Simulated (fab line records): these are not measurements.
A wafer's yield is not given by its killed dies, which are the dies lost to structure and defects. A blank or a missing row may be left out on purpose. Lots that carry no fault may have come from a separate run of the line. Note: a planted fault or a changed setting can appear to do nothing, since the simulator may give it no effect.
Which of the tools did it?	flow gf180mcu	Sampling: 14 lots, 42 wafers, 2 of 602 route steps

== WHAT EACH GAUGE READ, for each wafer ==
GF_V3_THK_MEAS_03. Usual: V3_CVD_02_THK 851 nm, standard deviation 11.
lot	measured	on	V3_CVD_02_THK (nm)	flag
L589	day 21 15:34	filmMetro-01	852 855 854	
L591	day 22 07:48	filmMetro-04	840 847 856	
L592	day 22 20:50	filmMetro-04	841 861 863	
L593	day 23 08:32	filmMetro-01	852 851 852	
L594	day 23 15:14	filmMetro-01	859 863 867	
L595	day 24 03:58	filmMetro-01	854 850 857	
L596	day 24 11:35	filmMetro-02	840 846 860	
L598	day 25 05:36	filmMetro-02	856 842 853	
L599	day 25 12:08	filmMetro-04	859 849 870	
L600	day 25 20:42	filmMetro-01	841 861 849	
L607	day 27 20:35	filmMetro-02	843 846 856	
L608	day 28 05:11	filmMetro-04	810 834 840	
L610	day 28 11:37	filmMetro-02	831 833 847	
L611	day 28 21:21	filmMetro-04	837 855 835	

== WHAT TOOL EACH LOT RAN ON (gives the tool, then ch and the chambers of the sampled wafers, and finally the start) ==
lot	GF_M3_STRIP_17
L589	plasmaAsher-03 ch 0,1, day 21 14:47
L591	plasmaAsher-03 ch 0, day 22 07:04
L592	plasmaAsher-03 ch 0,1, day 22 20:05
L593	plasmaAsher-02 ch 0, day 23 07:48
L594	plasmaAsher-03 ch 0,1, day 23 14:25
L595	plasmaAsher-03 ch 0,1, day 24 03:13
L596	plasmaAsher-02 ch 0,1, day 24 10:52
L598	plasmaAsher-03 ch 0,1, day 25 04:25
L599	plasmaAsher-04 ch 0,1, day 25 11:17
L600	plasmaAsher-03 ch 0,1, day 25 19:59
L607	plasmaAsher-03 ch 0,1, day 27 19:52
L608	plasmaAsher-04 ch 0,1, day 28 04:24
L610	plasmaAsher-03 ch 1, day 28 10:52
L611	plasmaAsher-02 ch 1, day 28 20:32
- GF_M3_STRIP_17: strips in O2/N2.

== AS READ BY THE TOOLS THEMSELVES (means over the sampled wafers that have a number; for cases with no such wafer, the mark the record gives instead) ==
GF_M3_STRIP_17. Usual: drypumpMotorCurrentA 5.57 A, standard deviation 0.27; heaterPowerW 334 W, standard deviation 28; o2FlowSccm 2999 sccm, standard deviation 8.8; oesProductAu 0.537 a.u., standard deviation 0.0046; stripTimeToEndpointS 7.37 s, standard deviation 0.039.
lot	tool	drypumpMotorCurrentA (A)	heaterPowerW (W)	o2FlowSccm (sccm)	oesProductAu (a.u.)	stripTimeToEndpointS (s)	flag
L589	plasmaAsher-03	5.70	339	2997	0.535	7.31	
L591	plasmaAsher-03	5.57	314	2989	0.538	7.41	
L592	plasmaAsher-03	5.67	336	2999	0.536	7.38	
L593	plasmaAsher-02	5.64	308	3004	0.534	7.36	
L594	plasmaAsher-03	5.68	336	3008	0.538	7.39	
L595	plasmaAsher-03	5.70	335	3003	0.534	7.32	
L596	plasmaAsher-02	5.40	333	3001	0.539	7.36	
L598	plasmaAsher-03	5.83	353	3004	0.537	7.36	
L599	plasmaAsher-04	5.26	315	3005	0.537	7.37	
L600	plasmaAsher-03	5.82	358	2996	0.540	7.42	
L607	plasmaAsher-03	5.83	357	3002	0.538	7.38	
L608	plasmaAsher-04	5.26	315	2998	0.535	7.36	
L610	plasmaAsher-03	5.96	379	2991	0.539	7.37	
L611	plasmaAsher-02	5.26	353	3001	0.539	7.38	

== THE ANSWER, worked out from the rows above alone ==
Rule: take the mean of a lot's wafers that have a number; if it is more than 3 standard deviations from the usual mean, the lot is off. A lot without any number at a reading at which 4 lots or more have one is off too. Any other lot the step has rows for is counted as sound. Order of review: gauges by route order, followed by the tools' own readings, for which a lot's mean as printed above is used. The first step at which some lot is off is used, and at that step the reading that is off furthest; a lot without a number counts as furthest.
No lot is off on any of the readings shown, so nothing can be concluded from this.

== WHAT THE SIMULATOR HAD INSERTED ==
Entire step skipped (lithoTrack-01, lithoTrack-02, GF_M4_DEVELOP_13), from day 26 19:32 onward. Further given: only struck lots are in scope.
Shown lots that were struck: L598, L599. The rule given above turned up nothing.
